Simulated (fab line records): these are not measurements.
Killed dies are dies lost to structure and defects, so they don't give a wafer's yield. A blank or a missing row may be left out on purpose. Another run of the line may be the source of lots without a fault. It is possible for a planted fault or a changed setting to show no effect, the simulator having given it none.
fab line records	flow sky130
[record] lots = 6	wafers = 18	lastDay = 50
route steps=708 shown GATE_OXIDE@191 POLY_GATE@204 RES_PROTECT@206 PAD_OPEN@708
lots with no fault: from the same line, run without faults
startH: start of the lot's first displayed wafer, in hours after the record's first day	waitH: hours from the lot's prior step to this one	" repeats the value in the row above	L1.1+2: a row that stands for several wafers	- no value, or no start was given	* or withheld: withheld	< > ~ a bound
route shown NAME@n: names a module that has steps shown in the file, with the first one's number in the route	usual: mean and standard deviation over wafers with no fault	same: alike in all rows	chamber/n: place in a boat	sites: the reading at each site	_std_site: the values' standard deviation	_edge_site: inner sites' mean taken away from outer sites' mean	radiusMm: for every site, how far away it sits from the centre of the wafer	mask NAME#n: copy n	behind: tool/chamber where the wafer was last shaped	hold: why the lot was held/for how many hours/how that ended	device: transistor that didn't switch, given as n, p or np	end of line: at the end of the route, the tests of the same wafers	where a step has no rows: the recipe by itself	killed: dies that structure and defects cost at the first sort, which is not the same as the wafer's yield	map: per-die view of a wafer (x killed, . not killed, _ where there is no die)
set.NAME: the setting the step ran with; set.NAME@STEP: the setting that earlier step ran with	model.NAME: the simulator's own value behind a step, which no gauge read
certain route steps with their lots: each step a table, each wafer a row
services: when a tool's chamber went out of use (startH, in hours from the record's first day, below 0 if earlier), for how many hours, and the reason
[[steps]]
[step SKY_GATE_OXIDE_HMDS_04]
[recipe] primeTimeS = 60	primeTempC = 120
[step SKY_GATE_OXIDE_COAT_05]
[recipe] resist = NOVOLAK	spinRpm = 3000	resistThkNm = 1140
[step SKY_GATE_OXIDE_SOFTBAKE_06]
[recipe] tempC = 90	timeS = 60	resist = NOVOLAK
[step SKY_GATE_OXIDE_EXPOSE_07]
[recipe] maskId = LVOM	na = 0.6	sourceShape = conventional	sigmaOuter = 0.6	polarization = unpolarized	targetCdNm = 600	doseMj = 170
[step SKY_GATE_OXIDE_PEB_08]
[recipe] tempC = withheld	timeS = *	resist = NOVOLAK
[step SKY_GATE_OXIDE_DEVELOP_09]
[recipe] resist = NOVOLAK	developer = TMAH	developTimeS = 60	devTempC = 23
[step SKY_GATE_OXIDE_OVL_MEAS_10]
[usual] GATE_OXIDE_OVL = 0.5/1.8
lot.wafer	tool	chamber	startH	waitH	GATE_OXIDE_OVL[nm]
L294.1	overlay-02	-	337.25	0.1	2.2
L294.4	"	-	"	"	3.2
L294.6	"	-	"	"	2.6
L295.3	overlay-02	-	339.74	0.1	0.3
L295.4	"	-	"	"	1.0
L295.5	"	-	"	"	-1.9
L298.2	overlay-02	-	375.84	0.1	-3.0
L298.4	"	-	"	"	1.0
L298.6	"	-	"	"	1.6
L310.1	overlay-01	-	472.83	0.1	4.3
L310.2	"	-	"	"	4.7
L310.5	"	-	"	"	2.0
L312.2	overlay-01	-	495.54	0.1	1.8
L312.3	"	-	"	"	1.4
L312.5	"	-	"	"	2.7
L313.2	overlay-01	-	509.64	0.1	0.4
L313.3	"	-	"	"	0.9
L313.4	"	-	"	"	0.6
[step SKY_GATE_OXIDE_IMPLANT_11]
[recipe] species = B	energyKev = 10	doseCm2 = 2.6e+12	tiltDeg = withheld
[step SKY_GATE_OXIDE_WET_ETCH_12]
[recipe] chemistry = dHF	targetDepthNm = 16.8	dry = n2Spin	target = SiO2	dilution = 100:1	tempC = 25	timeS = 336
[step SKY_GATE_OXIDE_STRIP_13]
[recipe] chemistry = O2/N2	powerW = 1400	pressureMtorr = 1500	platenTempC = withheld	o2FlowSccm = 3000	n2FlowSccm = 300	overashFraction = 0.5
[usual] chamberPressureMTorr = 1499.9/1.4	drypumpMotorCurrentA = 6.05/0.26	oesProductAu = 0.716/0.0043	stripTimeToEndpointS = 14.18/0.039
lot.wafer	tool	chamber	startH	waitH	chamberPressureMTorr	drypumpMotorCurrentA	oesProductAu	rfHoursCounterH	stripTimeToEndpointS
L294.1	plasmaAsher-02	1	337.54	0.0	1499.9	6.39	0.716	54	14.11
L294.4	"	0	"	"	1498.8	6.08	0.713	-	14.11
L294.6	"	1	"	"	1498.1	6.38	0.715	-	14.13
L295.3	plasmaAsher-02	0	340.17	0.0	1499.4	6.08	0.720	-	14.19
L295.4	"	1	"	"	1502.0	6.31	0.714	-	14.18
L295.5	"	0	"	"	1500.2	6.09	0.718	-	14.21
L298.2	plasmaAsher-02	0	376.13	0.0	1501.5	6.10	0.722	58	14.19
L298.4	"	1	"	"	1498.4	6.30	0.711	-	14.19
L298.6	"	1	"	"	1500.2	6.32	0.711	-	14.20
L310.1	plasmaAsher-03	1	473.12	0.0	1501.5	6.18	0.717	33	14.22
L310.2	"	0	"	"	1500.3	5.71	0.712	33	14.19
L310.5	"	1	"	"	1501.0	6.17	0.705	-	14.18
L312.2	plasmaAsher-02	1	495.83	0.0	1500.7	6.33	0.717	71	14.12
L312.3	"	0	"	"	1500.0	6.06	0.716	-	14.18
L312.5	"	1	"	"	1497.8	6.32	0.717	-	14.17
L313.2	plasmaAsher-02	0	509.92	0.0	1499.5	6.04	0.719	73	14.22
L313.3	"	1	"	"	1501.5	6.37	0.710	-	14.19
L313.4	"	0	"	"	1498.7	6.07	0.723	-	14.20
[step SKY_GATE_OXIDE_TW_MEAS_14]
[usual] GATE_OXIDE_TW = 224.1/1.9
lot.wafer	tool	chamber	startH	waitH	GATE_OXIDE_TW
L294.1	filmMetro-04	-	337.64	0.1	226.8
L294.4	"	-	"	"	226.3
L294.6	"	-	"	"	228.1
L295.3	filmMetro-03	-	340.26	0.1	221.6
L295.4	"	-	"	"	220.8
L295.5	"	-	"	"	222.2
L298.2	filmMetro-01	-	376.24	0.1	222.7
L298.4	"	-	"	"	222.6
L298.6	"	-	"	"	224.2
L310.1	filmMetro-01	-	473.22	0.1	224.3
L310.2	"	-	"	"	223.9
L310.5	"	-	"	"	224.2
L312.2	filmMetro-03	-	495.94	0.1	222.5
L312.3	"	-	"	"	222.6
L312.5	"	-	"	"	224.0
L313.2	filmMetro-01	-	510.03	0.1	223.0
L313.3	"	-	"	"	222.9
L313.4	"	-	"	"	222.3
[step SKY_GATE_OXIDE_CLEAN_15]
[recipe] chemistry = SC1/SC2	mix = 1:4:20	tempC = 70	timeS = 150	dry = n2Spin
[step SKY_GATE_OXIDE_OXIDATION_16]
[recipe] tempC = 800	ambient = O2	idleTempC = 700	rampUpCPerMin = 10	rampDownCPerMin = 3	stabiliseS = 600	purgeS = 300	targetThkA = 35.7	oxTimeS = 1915
[usual] rampDownCPerMin = 3.0001/0.00046	spikeTcCentreC = 800.8/1.1	zonePowerTopPct = 31.4/1.2
[same] purgeS = 300	stabiliseS = 600
lot.wafer	tool	chamber	startH	waitH	rampDownCPerMin	spikeTcCentreC	zonePowerTopPct
L294.1	furnace-02	0	338.03	0.3	3.0004	801.6	32.3
L294.4	"	0	"	"	3.0006	802.4	32.0
L294.6	"	0	"	"	3.0000	800.9	32.5
L295.3	furnace-02	0	341.08	0.7	2.9997	800.0	31.8
L295.4	"	0	"	"	2.9998	799.0	31.5
L295.5	"	0	"	"	3.0003	800.0	32.4
L298.2	furnace-01	0	376.86	0.5	2.9999	801.1	29.5
L298.4	"	0	"	"	3.0006	801.7	30.0
L298.6	"	0	"	"	3.0008	801.1	30.1
L310.1	furnace-01	0	473.33	0.0	2.9995	801.5	30.2
L310.2	"	0	"	"	3.0003	799.4	29.7
L310.5	"	0	"	"	3.0000	800.8	29.6
L312.2	furnace-02	0	496.04	0.0	3.0005	800.5	32.0
L312.3	"	0	"	"	2.9999	799.5	32.2
L312.5	"	0	"	"	2.9997	802.2	32.1
L313.2	furnace-02	0	510.13	0.0	2.9999	800.4	32.1
L313.3	"	0	"	"	2.9998	800.1	32.5
L313.4	"	0	"	"	3.0005	801.6	32.0
[step SKY_POLY_GATE_CVD_00]
[recipe] material = poly-Si	targetThkNm = 180	tempC = 620	timeS = 720	pressureMtorr = 200
[step SKY_POLY_GATE_THK_MEAS_01]
[recipe] reads = poly-Si_of_POLY_GATE_CVD_00
[usual] POLY_GATE_CVD_00_THK = 180.3/1.7
lot.wafer	tool	chamber	startH	waitH	POLY_GATE_CVD_00_THK[nm]
L294.1	filmMetro-01	-	340.76	0.0	183.2
L294.4	"	-	"	"	183.2
L294.6	"	-	"	"	182.6
L295.3	filmMetro-01	-	343.83	0.0	180.5
L295.4	"	-	"	"	180.1
L295.5	"	-	"	"	178.5
L298.2	filmMetro-03	-	379.61	0.0	179.1
L298.4	"	-	"	"	177.3
L298.6	"	-	"	"	178.4
L310.1	filmMetro-02	-	476.06	0.0	180.7
L310.2	"	-	"	"	183.1
L310.5	"	-	"	"	181.3
L312.2	filmMetro-03	-	498.78	0.0	180.7
L312.3	"	-	"	"	182.4
L312.5	"	-	"	"	180.7
L313.2	filmMetro-03	-	512.87	0.0	181.2
L313.3	"	-	"	"	181.2
L313.4	"	-	"	"	182.8
[step SKY_RES_PROTECT_DEHYDRATE_00]
[recipe] tempC = 200	timeS = 60
[step SKY_RES_PROTECT_HMDS_01]
[recipe] primeTimeS = 60	primeTempC = 120
[step SKY_RES_PROTECT_COAT_02]
[recipe] resist = NOVOLAK	spinRpm = 3000	resistThkNm = 1140
[step SKY_RES_PROTECT_SOFTBAKE_03]
[recipe] tempC = 90	timeS = 60	resist = NOVOLAK
[step SKY_RES_PROTECT_EXPOSE_04]
[recipe] maskId = RPM	na = 0.6	sourceShape = conventional	sigmaOuter = 0.6	polarization = unpolarized	targetCdNm = 1270	doseMj = 131
[step SKY_RES_PROTECT_PEB_05]
[recipe] tempC = withheld	timeS = *	resist = NOVOLAK
[step SKY_RES_PROTECT_DEVELOP_06]
[recipe] resist = NOVOLAK	developer = TMAH	developTimeS = 60	devTempC = 23
[step SKY_POLY_GATE_IMPLANT_02]
[recipe] species = P	energyKev = 30	doseCm2 = 7.7e+15	tiltDeg = 0
[step SKY_RES_PROTECT_STRIP_07]
[recipe] chemistry = O2/N2	powerW = 1400	pressureMtorr = 1500	platenTempC = withheld	o2FlowSccm = 3000	n2FlowSccm = 300	overashFraction = 0.5
[usual] chamberPressureMTorr = 1500.1/1.4	drypumpMotorCurrentA = 5.97/0.27	oesProductAu = 0.517/0.0042	stripTimeToEndpointS = 23.28/0.036
lot.wafer	tool	chamber	startH	waitH	chamberPressureMTorr	drypumpMotorCurrentA	oesProductAu	rfHoursCounterH	stripTimeToEndpointS
L294.1	plasmaAsher-03	1	368.44	0.1	1496.8	6.17	0.516	24	23.26
L294.4	"	0	"	"	1502.8	5.71	0.517	-	23.24
L294.6	"	1	"	"	1498.5	6.19	0.522	-	23.28
L295.3	plasmaAsher-04	0	372.07	0.1	1498.9	6.26	0.510	-	23.25
L295.4	"	1	"	"	1502.2	6.08	0.517	-	23.25
L295.5	"	0	"	"	1497.4	6.29	0.519	-	23.26
L298.2	plasmaAsher-04	1	409.24	0.1	1500.0	6.13	0.523	69	23.29
L298.4	"	0	"	"	1501.2	6.24	0.518	-	23.32
L298.6	"	0	"	"	1499.5	6.24	0.515	-	23.28
L310.1	plasmaAsher-03	1	506.44	0.1	1499.1	6.19	0.511	37	23.31
L310.2	"	0	"	"	1500.1	5.71	0.512	37	23.30
L310.5	"	1	"	"	1498.5	6.19	0.524	-	23.32
L312.2	plasmaAsher-04	1	528.94	0.1	1501.8	6.11	0.516	10	23.36
L312.3	"	1	"	"	1500.6	6.09	0.516	-	23.33
L312.5	"	1	"	"	1500.0	6.09	0.524	-	23.34
L313.2	plasmaAsher-04	1	543.28	0.1	1499.2	6.10	0.521	11	23.31
L313.3	"	0	"	"	1499.4	6.23	0.521	-	23.35
L313.4	"	1	"	"	1499.5	6.11	0.523	-	23.32
[step SKY_RES_PROTECT_TW_MEAS_08]
[usual] POLY_GATE_TW = 4017/45
lot.wafer	tool	chamber	startH	waitH	POLY_GATE_TW
L294.1	filmMetro-04	-	368.54	0.1	4098
L294.4	"	-	"	"	4075
L294.6	"	-	"	"	4071
L295.3	filmMetro-04	-	372.16	0.1	4092
L295.4	"	-	"	"	4081
L295.5	"	-	"	"	4072
L298.2	filmMetro-02	-	409.35	0.1	3985
L298.4	"	-	"	"	3978
L298.6	"	-	"	"	3963
L310.1	filmMetro-03	-	506.54	0.1	3992
L310.2	"	-	"	"	3978
L310.5	"	-	"	"	4019
L312.2	filmMetro-02	-	529.05	0.1	4010
L312.3	"	-	"	"	3990
L312.5	"	-	"	"	3969
L313.2	filmMetro-03	-	543.39	0.1	4002
L313.3	"	-	"	"	4005
L313.4	"	-	"	"	3976
[step SKY_RES_PROTECT_CLEAN_09]
[recipe] chemistry = SC1/SC2	mix = 1:4:20	tempC = 70	timeS = 150	dry = n2Spin
[step SKY_POLY_GATE_CVD_03]
[recipe] material = Si3N4	precursor = DCS/NH3	targetThkNm = 75	tempC = 770	timeS = 1290	pressureMtorr = 250
[step SKY_POLY_GATE_THK_MEAS_04]
[recipe] reads = Si3N4_of_POLY_GATE_CVD_03
[usual] POLY_GATE_CVD_03_THK = 74.7/0.72
lot.wafer	tool	chamber	startH	waitH	POLY_GATE_CVD_03_THK[nm]
L294.1	filmMetro-03	-	370.91	0.0	74.8
L294.4	"	-	"	"	75.2
L294.6	"	-	"	"	74.4
L295.3	filmMetro-03	-	375.61	0.0	73.9
L295.4	"	-	"	"	73.2
L295.5	"	-	"	"	73.9
L298.2	filmMetro-02	-	411.83	0.0	74.2
L298.4	"	-	"	"	74.5
L298.6	"	-	"	"	74.0
L310.1	filmMetro-01	-	508.69	0.0	75.6
L310.2	"	-	"	"	75.3
L310.5	"	-	"	"	74.8
L312.2	filmMetro-01	-	531.20	0.0	75.8
L312.3	"	-	"	"	76.4
L312.5	"	-	"	"	75.7
L313.2	filmMetro-03	-	545.54	0.0	75.7
L313.3	"	-	"	"	75.3
L313.4	"	-	"	"	76.2
[step SKY_POLY_GATE_DEHYDRATE_05]
[recipe] tempC = 200	timeS = 60
[step SKY_POLY_GATE_HMDS_06]
[recipe] primeTimeS = 60	primeTempC = 120
[step SKY_POLY_GATE_COAT_07]
[recipe] resist = BARC	tempC = withheld	timeS = withheld	spinRpm = 3000	resistThkNm = 110
[step SKY_POLY_GATE_COAT_08]
[recipe] resist = KrF-thick	spinRpm = 3000	resistThkNm = 450
[step SKY_POLY_GATE_SOFTBAKE_09]
[recipe] tempC = 100	timeS = 90	resist = KrF-thick
[step SKY_POLY_GATE_EXPOSE_10]
[recipe] maskId = P1M	na = 0.68	sourceShape = conventional	sigmaOuter = 0.6	targetCdNm = 150	doseMj = 28
[step SKY_POLY_GATE_PEB_11]
[recipe] pebTempC = withheld	pebTimeS = withheld	resist = KrF-thick
[step SKY_POLY_GATE_DEVELOP_12]
[recipe] developTimeS = 60	resist = KrF-thick	devTempC = 21
[step SKY_POLY_GATE_CD_MEAS_13]
[recipe] targetCdNm = 150
[usual] cdNm = 149.7/1.3
lot.wafer	tool	chamber	startH	waitH	cdNm
L294.1	cdSem-01	-	399.30	-	149.1
L294.4	"	-	"	"	148.8
L294.6	"	-	"	"	148.6
L295.3	cdSem-01	-	403.98	-	150.9
L295.4	"	-	"	"	150.5
L295.5	"	-	"	"	151.0
L298.2	cdSem-01	-	443.26	-	148.5
L298.4	"	-	"	"	147.9
L298.6	"	-	"	"	148.5
L310.1	cdSem-01	-	538.74	-	150.5
L310.2	"	-	"	"	150.7
L310.5	"	-	"	"	149.0
L312.2	cdSem-02	-	561.42	-	152.8
L312.3	"	-	"	"	151.8
L312.5	"	-	"	"	152.1
L313.2	cdSem-01	-	575.41	-	149.2
L313.3	"	-	"	"	149.9
L313.4	"	-	"	"	150.7
[step SKY_POLY_GATE_OVL_MEAS_14]
[usual] POLY_GATE_OVL = 0/6.2
lot.wafer	tool	chamber	startH	waitH	POLY_GATE_OVL[nm]
L294.1	overlay-01	-	399.42	0.1	2
L294.4	"	-	"	"	2
L294.6	"	-	"	"	0
L295.3	overlay-02	-	404.07	0.1	6
L295.4	"	-	"	"	6
L295.5	"	-	"	"	8
L298.2	overlay-02	-	443.36	0.1	-2
L298.4	"	-	"	"	-6
L298.6	"	-	"	"	-18
L310.1	overlay-01	-	538.86	0.1	-9
L310.2	"	-	"	"	-5
L310.5	"	-	"	"	0
L312.2	overlay-01	-	561.53	0.1	-4
L312.3	"	-	"	"	-6
L312.5	"	-	"	"	-6
L313.2	overlay-02	-	575.52	0.1	-2
L313.3	"	-	"	"	4
L313.4	"	-	"	"	4
[step SKY_POLY_GATE_ETCH_15]
[recipe] chemistry = N2/H2	target = BARC	ionEnergyEv = 200	sourceW = 500	biasW = 100	pressureMtorr = 30	n2FlowSccm = 100	h2FlowSccm = 200	stopOn = SiO2	timeS = 118.5	targetDepthA = 1100
[usual] chamberPressureMTorr = 29.999/0.027	drypumpMotorCurrentA = 6.0/0.57	oesProductAu = 0.717/0.0042	throttleValvePct = 13.212/0.0093
lot.wafer	tool	chamber	startH	waitH	chamberPressureMTorr	drypumpMotorCurrentA	oesProductAu	rfHoursCounterH	throttleValvePct
L294.1	rieDiel-02	3	399.46	0.0	29.971	6.6	0.717	75	13.224
L294.4	"	1	"	"	29.977	4.8	0.711	6	13.216
L294.6	"	1	"	"	29.997	4.8	0.716	-	13.210
L295.3	rieDiel-01	2	404.10	0.0	30.037	5.9	0.721	6	13.227
L295.4	"	3	"	"	29.968	5.4	0.719	31	13.214
L295.5	"	1	"	"	30.014	6.5	0.714	-	13.193
L298.2	rieDiel-02	1	443.39	0.0	30.017	4.8	0.708	6	13.195
L298.4	"	2	"	"	29.990	5.5	0.718	2	13.200
L298.6	"	1	"	"	29.995	4.8	0.718	-	13.213
L310.1	rieDiel-03	0	538.90	0.0	29.983	5.7	0.708	0	13.230
L310.2	"	1	"	"	29.983	6.6	0.715	62	13.230
L310.5	"	2	"	"	30.060	5.7	0.718	-	13.202
L312.2	rieDiel-03	2	561.56	0.0	30.023	5.7	0.713	45	13.210
L312.3	"	3	"	"	30.042	6.4	0.716	39	13.216
L312.5	"	2	"	"	30.007	5.7	0.717	-	13.207
L313.2	rieDiel-03	2	575.55	0.0	29.999	5.7	0.720	46	13.217
L313.3	"	0	"	"	29.970	5.8	0.716	1	13.232
L313.4	"	3	"	"	30.032	6.4	0.714	39	13.197
[step SKY_POLY_GATE_ETCH_16]
[recipe] stopOn = poly-Si	chemistry = CH3F/O2	target = Si3N4	sourceW = 400	biasW = 80	pressureMtorr = 25	ch3fFlowSccm = 40	O2_flow_sccm = 30	timeS = 147.5	targetDepthA = 750
[usual] chamberPressureMTorr = 25.000/0.022	drypumpMotorCurrentA = 6.0/0.57	oesProductAu = 0.639/0.0052	throttleValvePct = 10.534/0.0092
lot.wafer	tool	chamber	startH	waitH	chamberPressureMTorr	drypumpMotorCurrentA	oesProductAu	rfHoursCounterH	throttleValvePct
L294.1	rieDiel-02	3	399.54	0.0	24.977	6.6	0.639	75	10.529
L294.4	"	1	"	"	25.003	4.8	0.635	6	10.534
L294.6	"	1	"	"	24.982	4.8	0.635	-	10.552
L295.3	rieDiel-01	2	404.18	0.0	24.978	5.9	0.636	6	10.534
L295.4	"	3	"	"	25.013	5.5	0.644	31	10.528
L295.5	"	1	"	"	24.955	6.5	0.638	-	10.539
L298.2	rieDiel-02	1	443.48	0.0	24.977	4.8	0.639	6	10.527
L298.4	"	2	"	"	24.994	5.5	0.645	2	10.532
L298.6	"	1	"	"	25.011	4.8	0.640	-	10.552
L310.1	rieDiel-03	0	538.98	0.0	24.950	5.7	0.645	0	10.542
L310.2	"	1	"	"	24.998	6.6	0.644	62	10.528
L310.5	"	2	"	"	24.989	5.7	0.636	-	10.530
L312.2	rieDiel-03	2	561.64	0.0	25.027	5.8	0.636	45	10.546
L312.3	"	3	"	"	25.022	6.4	0.646	39	10.534
L312.5	"	2	"	"	24.992	5.7	0.643	-	10.540
L313.2	rieDiel-03	2	575.63	0.0	24.995	5.7	0.643	46	10.537
L313.3	"	0	"	"	25.003	5.7	0.639	1	10.536
L313.4	"	3	"	"	24.992	6.3	0.645	39	10.518
[step SKY_POLY_GATE_ETCH_17]
[recipe] targetDepthNm = 180	stopOn = SiO2	overEtchFrac = 0.56667	chemistry = HBr/Cl2	target = poly-Si	icpW = 400	biasW = 100	pressureMtorr = 10	HBr_flow_sccm = 150	Cl2_flow_sccm = 50	timeS = 70.5
[usual] chamberPressureMTorr = 9.999/0.0091	drypumpMotorCurrentA = 5.8/0.55	heBacksideLeakSccm = 2.7/0.31	oesProductAu = 0.984/0.011	throttleValvePct = 33.685/0.009
lot.wafer	tool	chamber	startH	waitH	chamberPressureMTorr	drypumpMotorCurrentA	heBacksideLeakSccm	oesProductAu	rfHoursCounterH	throttleValvePct
L294.1	rieSi-02	3	399.64	0.0	10.017	6.0	2.4	0.972	15	33.671
L294.4	"	0	"	"	10.004	5.4	2.8	0.997	7	33.689
L294.6	"	1	"	"	9.993	4.8	3.1	0.968	-	33.692
L295.3	rieSi-02	0	404.28	0.0	10.003	5.3	3.0	0.980	7	33.683
L295.4	"	1	"	"	10.006	4.8	2.9	0.967	2	33.680
L295.5	"	1	"	"	9.992	4.8	3.1	0.968	-	33.685
L298.2	rieSi-02	2	443.58	0.0	9.986	6.0	2.6	0.977	5	33.695
L298.4	"	0	"	"	10.007	5.3	2.9	0.984	7	33.691
L298.6	"	1	"	"	9.987	4.8	3.1	0.974	-	33.682
L310.1	rieSi-01	3	539.08	0.0	9.992	5.6	2.8	0.985	22	33.694
L310.2	"	2	"	"	9.999	6.7	2.3	1.007	23	33.681
L310.5	"	1	"	"	9.995	5.9	2.7	0.988	-	33.692
L312.2	rieSi-01	1	561.74	0.0	10.000	5.9	2.7	0.987	3	33.691
L312.3	"	3	"	"	9.998	5.7	2.9	0.992	23	33.688
L312.5	"	3	"	"	10.003	5.7	2.8	0.990	-	33.676
L313.2	rieSi-02	3	575.73	0.0	9.995	6.0	2.3	0.979	15	33.701
L313.3	"	0	"	"	9.992	5.4	2.7	0.995	8	33.686
L313.4	"	1	"	"	9.997	4.8	2.9	0.981	3	33.679
[step SKY_POLY_GATE_STRIP_18]
[recipe] chemistry = O2/N2	powerW = 1400	pressureMtorr = 1500	platenTempC = withheld	o2FlowSccm = 3000	n2FlowSccm = 300	overashFraction = 0.5
[step SKY_PAD_OPEN_PROBE_99]
lot.wafer	tool	chamber	startH	waitH	model.etest.capThinOxide.gateLog10ACm2	model.etest.capThinOxide.toxAccNm	model.etest.pfet_01v8.toxInvNm	model.etest.nfet_01v8.toxInvNm
L294.1	prober-01	-	1103.21	0.1	-7.412	4.414	4.455	4.414
L294.4	prober-01	-	1103.36	0.2	-7.154	4.342	4.404	4.356
L295.3	prober-02	-	1103.69	0.2	-7.31	4.374	4.421	4.38
L295.4	prober-02	-	1103.74	0.2	-7.448	4.411	4.492	4.438
L295.5	prober-02	-	1103.79	0.2	-7.388	4.41	4.447	4.406
L298.2	prober-01	-	1128.82	0.1	-7.218	4.361	4.425	4.386
L298.4	prober-01	-	1128.92	0.2	-7.392	4.393	4.482	4.41
L298.6	prober-01	-	1129.02	0.2	-7.342	4.375	4.462	4.435
L310.1	prober-02	-	1185.24	0.1	-7.597	4.44	4.466	4.442
L310.2	prober-02	-	1185.29	0.1	-7.399	4.392	4.438	4.395
L310.5	prober-02	-	1185.44	0.2	-7.244	4.385	4.452	4.4
L312.2	prober-01	-	1195.20	0.1	-6.841	4.264	4.31	4.255
L312.3	prober-01	-	1195.25	0.2	-7.074	4.312	4.394	4.317
L312.5	prober-01	-	1195.35	0.2	-6.95	4.281	4.351	4.31
L313.2	prober-02	-	1204.08	0.1	-7.077	4.344	4.406	4.311
L313.3	prober-02	-	1204.13	0.2	-6.747	4.242	4.315	4.263
L313.4	prober-02	-	1204.18	0.2	-7.241	4.358	4.428	4.352
// killed by level:class
L295.3 CONTACT:geometricParticle:open=18 VIA1:geometricParticle:open=11 VIA3:geometricParticle:open=7 METAL1:geometricParticle:short=7 VIA1:geometricParticle:short=6 SPACER:geometricParticle:open=4 VIA2:geometricParticle:open=4 FIELD_ISO:geometricParticle:open=3
L295.4 CONTACT:geometricParticle:open=11 FIELD_ISO:geometricParticle:open=8 VIA1:geometricParticle:open=7 VIA2:geometricParticle:open=7 LOCAL_INTERCONNECT:geometricParticle:short=5 CONTACT:geometricParticle:short=5 METAL2:geometricParticle:short=4 VIA2:geometricParticle:short=4
L295.5 CONTACT:geometricParticle:open=11 METAL1:geometricParticle:short=8 LI_CONTACT:geometricParticle:open=5 LI_CONTACT:geometricParticle:short=5 VIA1:geometricParticle:open=5 VIA2:geometricParticle:open=4 FIELD_ISO:geometricParticle:short=3 VIA3:geometricParticle:open=3
L298.2 CONTACT:geometricParticle:open=6 METAL2:geometricParticle:short=6 VIA2:geometricParticle:short=6 VIA3:geometricParticle:open=5 METAL1:geometricParticle:short=5 FIELD_ISO:geometricParticle:open=4 LI_CONTACT:geometricParticle:short=4 LOCAL_INTERCONNECT:geometricParticle:short=4
L298.4 LI_CONTACT:geometricParticle:open=7 VIA1:geometricParticle:open=7 VIA2:geometricParticle:open=7 POLY_GATE:geometricParticle:short=6 VIA3:geometricParticle:open=6 VIA2:geometricParticle:short=6 POLY_GATE:geometricParticle:open=5 METAL1:geometricParticle:short=5
L298.6 CONTACT:geometricParticle:open=11 VIA3:geometricParticle:open=9 VIA2:geometricParticle:open=7 VIA1:geometricParticle:open=6 LOCAL_INTERCONNECT:geometricParticle:short=4 METAL2:geometricParticle:short=4 FIELD_ISO:geometricParticle:open=3 VIA2:geometricParticle:short=3
L310.1 VIA1:geometricParticle:open=11 LI_CONTACT:geometricParticle:open=9 VIA1:geometricParticle:short=9 POLY_GATE:geometricParticle:short=7 CONTACT:geometricParticle:open=7 METAL1:geometricParticle:short=7 METAL2:geometricParticle:short=6 POLY_GATE:geometricParticle:open=6
L310.2 CONTACT:geometricParticle:open=14 VIA1:geometricParticle:open=10 METAL1:geometricParticle:short=7 VIA2:geometricParticle:open=7 VIA1:geometricParticle:short=5 CONTACT:geometricParticle:short=4 POLY_GATE:geometricParticle:short=3 LI_CONTACT:geometricParticle:open=3
L310.5 CONTACT:geometricParticle:open=14 VIA1:geometricParticle:open=12 LI_CONTACT:geometricParticle:open=10 LOCAL_INTERCONNECT:geometricParticle:short=8 CONTACT:geometricParticle:short=8 VIA2:geometricParticle:open=6 POLY_GATE:geometricParticle:short=5 VIA1:geometricParticle:short=5
L312.2 VIA1:geometricParticle:open=12 VIA2:geometricParticle:open=12 LI_CONTACT:geometricParticle:open=9 CONTACT:geometricParticle:open=9 VIA1:geometricParticle:short=8 VIA3:geometricParticle:open=6 FIELD_ISO:geometricParticle:open=5 FIELD_ISO:geometricParticle:short=5
L312.3 CONTACT:geometricParticle:open=10 VIA1:geometricParticle:open=8 VIA3:geometricParticle:open=8 POLY_GATE:geometricParticle:short=6 METAL1:geometricParticle:short=6 VIA1:geometricParticle:short=6 VIA2:geometricParticle:open=5 METAL2:geometricParticle:short=4
L312.5 VIA1:geometricParticle:short=11 VIA1:geometricParticle:open=11 CONTACT:geometricParticle:open=10 POLY_GATE:geometricParticle:open=8 VIA3:geometricParticle:open=6 FIELD_ISO:geometricParticle:open=5 POLY_GATE:geometricParticle:short=5 VIA3:geometricParticle:short=4
L313.2 CONTACT:geometricParticle:open=8 LI_CONTACT:geometricParticle:open=7 CONTACT:geometricParticle:short=7 VIA1:geometricParticle:open=7 VIA2:geometricParticle:open=7 VIA3:geometricParticle:open=7 POLY_GATE:geometricParticle:short=5 VIA3:geometricParticle:short=5
L313.3 VIA1:geometricParticle:short=9 CONTACT:geometricParticle:short=7 CONTACT:geometricParticle:open=7 LOCAL_INTERCONNECT:geometricParticle:short=6 VIA1:geometricParticle:open=6 VIA2:geometricParticle:open=6 FIELD_ISO:geometricParticle:open=5 LI_CONTACT:geometricParticle:open=5
L313.4 LI_CONTACT:geometricParticle:open=14 VIA2:geometricParticle:short=9 VIA1:geometricParticle:open=8 FIELD_ISO:geometricParticle:open=7 CONTACT:geometricParticle:open=6 CONTACT:geometricParticle:short=5 VIA3:geometricParticle:open=5 METAL2:geometricParticle:short=4
[[services]]
tool	chamber	startH	hours	kind
rieDiel-01	3	314.36	4.6	repair
rieDiel-02	3	314.55	7.2	repair
plasmaAsher-04	-	342.92	3.4	repair
plasmaAsher-04	-	346.48	14.6	pm
rieDiel-02	0	353.46	2.4	repair
rieDiel-03	2	358.03	1.4	repair
rieDiel-03	2	359.73	1.6	repair
furnace-01	-	367.70	3.7	pm
plasmaAsher-03	-	373.65	14.6	pm
rieDiel-03	2	378.83	6.4	repair
rieDiel-01	-	413.18	2.8	pm
plasmaAsher-04	-	421.25	9.0	pm
rieDiel-01	2	435.89	7.2	repair
rieDiel-01	0	442.65	9.2	repair
furnace-02	-	465.83	3.2	pm
plasmaAsher-04	-	471.61	11.1	repair
rieDiel-01	-	494.05	0.4	repair
furnace-02	-	505.72	3.4	pm
furnace-02	-	512.32	3.8	pm
plasmaAsher-03	-	522.08	15.6	pm
rieDiel-02	3	547.82	14.2	repair
rieDiel-03	2	551.29	3.4	repair
plasmaAsher-04	-	564.10	0.8	repair
rieDiel-02	-	573.53	15.6	pm
[[key]]
firstSign none at tools or gauges
[modelEffect] step = SKY_PAD_OPEN_PROBE_99	value = etest.capThinOxide.gateLog10ACm2	without = -6.894	struck = -7.342
metAt SKY_GATE_OXIDE_OXIDATION_16
struckWafers L294.1,L294.4,L294.6,L295.3,L295.4,L295.5
sortLeftOut L294.1,L294.4,L294.6
testerLeftOut L294,L295
[fault] kind = processParameterDrift	tool = furnace-02	chamber = -	onsetH = 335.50	steps = SKY_GATE_OXIDE_OXIDATION_16	channel = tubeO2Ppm	offset = 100	shape = step	endH = 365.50
// testerLeftOut: of these lots the tester's yield and bins aren't shown, on N5 and GAA mostly nor the transistor test; their killed dies are dies lost to structure and defects alone, not to doping, threshold or leakage, so they don't give the yield
// sortLeftOut: the simulated sort isn't trusted on such a fault, so these wafers' sort isn't shown, and their yield isn't known
